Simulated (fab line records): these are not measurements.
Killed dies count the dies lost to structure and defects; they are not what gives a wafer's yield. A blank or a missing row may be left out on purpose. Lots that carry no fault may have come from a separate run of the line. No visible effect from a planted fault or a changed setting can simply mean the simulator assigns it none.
Matching of chambers || flow sfq_line || pecvd-04 running SFQ_TRILAYER_I1_DEP_PECVD_045: 3 sister chambers
The step deposits SiO2 from SiH4/N2O, time 111.11 s, target thk 500 nm. 14 wafers are shown with their chamber, then 7 later ones without.

## WAFERS PAIRED WITH THEIR CHAMBERS
{"wafer": "L135.3", "chamber": 2, "throttle_valve_pct (%)": 23.3, "heater_power_w (W)": 77, "heater_power_outer_w (W)": 34}
{"wafer": "L135.4", "chamber": 0, "throttle_valve_pct (%)": 22.6, "heater_power_w (W)": 90, "heater_power_outer_w (W)": 31}
{"wafer": "L135.6", "chamber": 2, "throttle_valve_pct (%)": 23.1, "heater_power_w (W)": 80, "heater_power_outer_w (W)": 37}
{"wafer": "L136.2", "chamber": 1, "throttle_valve_pct (%)": 24.1, "heater_power_w (W)": 69, "heater_power_outer_w (W)": 26}
{"wafer": "L136.3", "chamber": 0, "throttle_valve_pct (%)": 23.1, "heater_power_w (W)": 93, "heater_power_outer_w (W)": 32}
{"wafer": "L136.4", "chamber": 0, "throttle_valve_pct (%)": 22.9, "heater_power_w (W)": 95, "heater_power_outer_w (W)": 34}
{"wafer": "L139.2", "chamber": 0, "throttle_valve_pct (%)": 22.8, "heater_power_w (W)": 90, "heater_power_outer_w (W)": 32}
{"wafer": "L139.3", "chamber": 1, "throttle_valve_pct (%)": 24.2, "heater_power_w (W)": 63, "heater_power_outer_w (W)": 19}
{"wafer": "L139.4", "chamber": 1, "throttle_valve_pct (%)": 24.3, "heater_power_w (W)": 65, "heater_power_outer_w (W)": 22}
{"wafer": "L145.2", "chamber": 0, "throttle_valve_pct (%)": 22.8, "heater_power_w (W)": 104, "heater_power_outer_w (W)": 40}
{"wafer": "L145.3", "chamber": 2, "throttle_valve_pct (%)": 23.4, "heater_power_w (W)": 84, "heater_power_outer_w (W)": 40}
{"wafer": "L145.5", "chamber": 1, "throttle_valve_pct (%)": 24.5, "heater_power_w (W)": 71, "heater_power_outer_w (W)": 25}
{"wafer": "L147.2", "chamber": 1, "throttle_valve_pct (%)": 24.8, "heater_power_w (W)": 70, "heater_power_outer_w (W)": 26}
{"wafer": "L147.3", "chamber": 0, "throttle_valve_pct (%)": 23.4, "heater_power_w (W)": 88, "heater_power_outer_w (W)": 29}

SIGNATURES, as means of the wafers listed above
{"reading": "throttle_valve_pct", "chamber 0": 22.933, "chamber 1": 24.380, "chamber 2": 23.267, "scatter within a chamber": 0.261}
{"reading": "heater_power_w", "chamber 0": 93.33, "chamber 1": 67.60, "chamber 2": 80.33, "scatter within a chamber": 4.66}
{"reading": "heater_power_outer_w", "chamber 0": 33.00, "chamber 1": 23.60, "chamber 2": 37.00, "scatter within a chamber": 3.4}
Rule: a wafer's distance from a chamber is the root of the sum, over the readings, of the square of ((its reading less the chamber's mean) divided by the reading's scatter). If the next closest chamber is less than 2 further off than the closest, the wafer can't be placed; otherwise it belongs to the closest. How the scatter is found: for the shown wafers, subtract from each reading the mean of its chamber, square and add these, divide the total by (wafers less chambers), then take the root.

## WAFERS WITH NO CHAMBER GIVEN
{"wafer": "L147.5", "throttle_valve_pct (%)": 23.8, "heater_power_w (W)": 82, "heater_power_outer_w (W)": 36}
{"wafer": "L148.2", "throttle_valve_pct (%)": 23.9, "heater_power_w (W)": 80, "heater_power_outer_w (W)": 37}
{"wafer": "L148.5", "throttle_valve_pct (%)": 23.9, "heater_power_w (W)": 81, "heater_power_outer_w (W)": 38}
{"wafer": "L148.6", "throttle_valve_pct (%)": 24.9, "heater_power_w (W)": 67, "heater_power_outer_w (W)": 22}
{"wafer": "L155.2", "throttle_valve_pct (%)": 25.1, "heater_power_w (W)": 65, "heater_power_outer_w (W)": 23}
{"wafer": "L155.4", "throttle_valve_pct (%)": 23.7, "heater_power_w (W)": 100, "heater_power_outer_w (W)": 41}
{"wafer": "L155.6", "throttle_valve_pct (%)": 23.8, "heater_power_w (W)": 76, "heater_power_outer_w (W)": 33}

## WHICH CHAMBER EACH ONE RAN IN
{"wafer": "L147.5", "from the rows above": 2, "in truth": 2}
{"wafer": "L148.2", "from the rows above": 2, "in truth": 2}
{"wafer": "L148.5", "from the rows above": 2, "in truth": 2}
{"wafer": "L148.6", "from the rows above": 1, "in truth": 1}
{"wafer": "L155.2", "from the rows above": 1, "in truth": 1}
{"wafer": "L155.4", "from the rows above": "can't be placed: 0 or 2", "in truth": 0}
{"wafer": "L155.6", "from the rows above": "can't be placed: 2 or 1", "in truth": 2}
5 of 7 placed correctly. Unplaceable from these rows: 2, with the true chamber sitting among the candidates in 2. 0 placed wrongly.
